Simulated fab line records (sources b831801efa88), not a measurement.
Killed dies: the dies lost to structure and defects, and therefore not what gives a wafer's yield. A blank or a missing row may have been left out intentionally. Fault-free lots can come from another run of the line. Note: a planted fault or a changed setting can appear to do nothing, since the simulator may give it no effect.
A single fault, viewed from 2 desks -- flow gf180mcu -- each desk has only its own numbers; what lay behind them comes last

AT THE METROLOGY DESK
Means of the sampled wafers that have a number, per lot and without regard to the tool the lot ran on: this is what the gauges read. Any lot whose mean is over 4 standard deviations away from the usual mean is out of limits and marked OUT; that distance is given in the brackets.
Columns: A = cdNm at GF_HV_LDD_CD_MEAS_07, usual 400.4 nm; B = HV_LDD_TW at GF_HV_LDD_TW_MEAS_11, usual 2430; C = HV_LDD_2_TW at GF_HV_LDD_TW_MEAS_23, usual 1061; D = HV_LDD_RS at GF_HV_LDD_RS_MEAS_53, usual 418.2 ohm/sq
lot,first seen here,A,B,C,D
L650,day 10 04:31,398.5,2440,1051,417.5
L651,day 10 18:22,401.2,2403,1060,419.0
L652,day 10 21:08,400.3,2414,1047,417.6
L653,day 11 02:10,400.4,2391,1048,418.3
L654,day 11 08:17,400.9,2463,1056,416.9
L655,day 11 14:35,402.1,2396,1074,418.1
L658,day 12 16:08,398.2,2333 (-4.0) OUT,1068,419.2
L659,day 12 21:29,399.9,2426,1063,417.7
L660,day 12 22:41,402.3,2316 (-4.8) OUT,1056,423.3 (+4.6) OUT
L666,day 14 23:44,404.7,2442,1073,417.8
L670,day 16 01:05,398.7,2463,1061,416.8
L672,day 16 16:13,402.4,2463,1046,417.7
L673,day 16 21:28,401.0,2450,1060,416.5
This desk finds L658, L660 out of limits, with the earliest case on L658 at day 12 16:32 (HV_LDD_TW at GF_HV_LDD_TW_MEAS_11). L650, L651, L652, L653, L654, L655, L659, L666, L670, L672, L673: within limits.

THE TOOL OWNER'S DESK: implanter-01
GF_HV_LDD_IMPLANT_09, tool's own readings: per-lot mean of the sampled wafers with a number, covering each lot this tool ran. Any lot whose mean is over 4 standard deviations away from the usual mean is out of limits and marked OUT; that distance is given in the brackets.
Columns: A = beamEnergyKeV at GF_HV_LDD_IMPLANT_09, usual 39.999
lot,first seen here,A
L650,day 10 04:40,39.989
L652,day 10 21:17,39.997
L655,day 11 14:45,40.002
L658,day 12 16:17,35.208 (-99 or more) OUT
L660,day 12 22:51,35.204 (-99 or more) OUT
Finding of this desk: L658, L660 out of limits; the first was L658 at day 12 16:17, on beamEnergyKeV at GF_HV_LDD_IMPLANT_09. L650, L652, L655: within limits.

PUT TOGETHER
An alarm could have come from the tool owner's desk at day 12 16:17, on L658, L660.
The metrology desk could have raised an alarm at day 12 16:32, on L658, L660.
All the named lots went through GF_HV_LDD_IMPLANT_09 on implanter-01.

WHAT THE SIMULATOR HAD PUT IN
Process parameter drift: implanter-01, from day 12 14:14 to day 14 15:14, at GF_HV_LDD_IMPLANT_09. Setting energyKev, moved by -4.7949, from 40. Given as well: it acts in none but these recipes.
Shown lots that were struck: L658, L660.
Fault start to first reading out of limits, in hours, per desk: tool owner, 2; metrology, 2.
